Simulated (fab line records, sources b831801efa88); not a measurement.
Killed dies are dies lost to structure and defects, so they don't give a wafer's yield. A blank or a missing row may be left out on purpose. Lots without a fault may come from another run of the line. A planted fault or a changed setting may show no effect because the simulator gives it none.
Chamber matching | flow sky130 | SKY_LI_CONTACT_CMP_24 on cmp-02: 4 sister chambers
The step polishes, stops on PSG, t overpolish 20 s, target thk 0 nm. 16 wafers are shown with their chamber, then 8 later ones without.

WAFERS WITH THEIR CHAMBER
wafer  | chamber | motor_current_A (A) | time_to_endpoint_s (s) | slurry_filter_dp_kPa (kPa)
L980.2 | 0       | 10.5                | 97                     | 13.55
L980.3 | 1       | 10.7                | 94                     | 13.50
L980.4 | 2       | 9.5                 | 97                     | 13.48
L983.1 | 1       | 10.7                | 93                     | 13.38
L983.3 | 3       | 10.4                | 95                     | 13.56
L983.5 | 1       | 11.4                | 96                     | 13.26
L986.1 | 3       | 10.2                | 98                     | 13.48
L986.3 | 2       | 9.6                 | 99                     | 13.49
L986.5 | 0       | 10.0                | 103                    | 13.45
L995.1 | 2       | 9.6                 | 96                     | 13.55
L995.4 | 0       | 10.0                | 97                     | 13.43
L995.6 | 0       | 10.2                | 96                     | 13.52
L996.2 | 1       | 10.9                | 94                     | 13.61
L996.3 | 2       | 8.7                 | 98                     | 13.60
L996.6 | 3       | 10.3                | 92                     | 13.73
L997.2 | 1       | 10.6                | 95                     | 13.60

SIGNATURES (means of the wafers above)
reading              | chamber 0 | chamber 1 | chamber 2 | chamber 3 | scatter within a chamber
motor_current_A      | 10.175    | 10.860    | 9.350     | 10.300    | 0.312
time_to_endpoint_s   | 98.25     | 94.40     | 97.50     | 95.00     | 2.22
slurry_filter_dp_kPa | 13.4875   | 13.4700   | 13.5300   | 13.5900   | 0.109
Rule: a wafer's distance from a chamber is the root of the sum, over the readings, of the square of ((its reading less the chamber's mean) divided by the reading's scatter). The wafer belongs to the nearest chamber; if the next one is less than 2 further off, it can't be placed. The scatter: the root of (the sum of the squares of (reading less its chamber's mean) over the shown wafers, divided by (wafers less chambers)).

WAFERS WITHOUT THEIR CHAMBER
wafer  | motor_current_A (A) | time_to_endpoint_s (s) | slurry_filter_dp_kPa (kPa)
L997.3 | 9.3                 | 97                     | 13.61
L997.5 | 8.9                 | 93                     | 13.54
L999.2 | 8.9                 | 103                    | 13.69
L999.4 | 10.4                | 104                    | 13.52
L999.6 | 9.4                 | 98                     | 13.52
L101.1 | 10.4                | 97                     | 13.52
L101.4 | 9.9                 | 99                     | 13.59
L101.5 | 10.2                | 93                     | 13.55

WHICH CHAMBER EACH WENT THROUGH
wafer  | from the rows above               | in truth
L997.3 | 2                                 | 2
L997.5 | 2                                 | 2
L999.2 | can't be placed: 2 or 0           | 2
L999.4 | can't be placed: 0 or 3 or 2 or 1 | 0
L999.6 | 2                                 | 2
L101.1 | can't be placed: 0 or 3 or 1      | 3
L101.4 | can't be placed: 0 or 2 or 3      | 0
L101.5 | can't be placed: 3 or 1 or 0      | 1
Placed correctly: 3 of 8. Can't be placed from these rows: 5 (the true chamber is among the candidates in 5). Placed wrongly: 0.
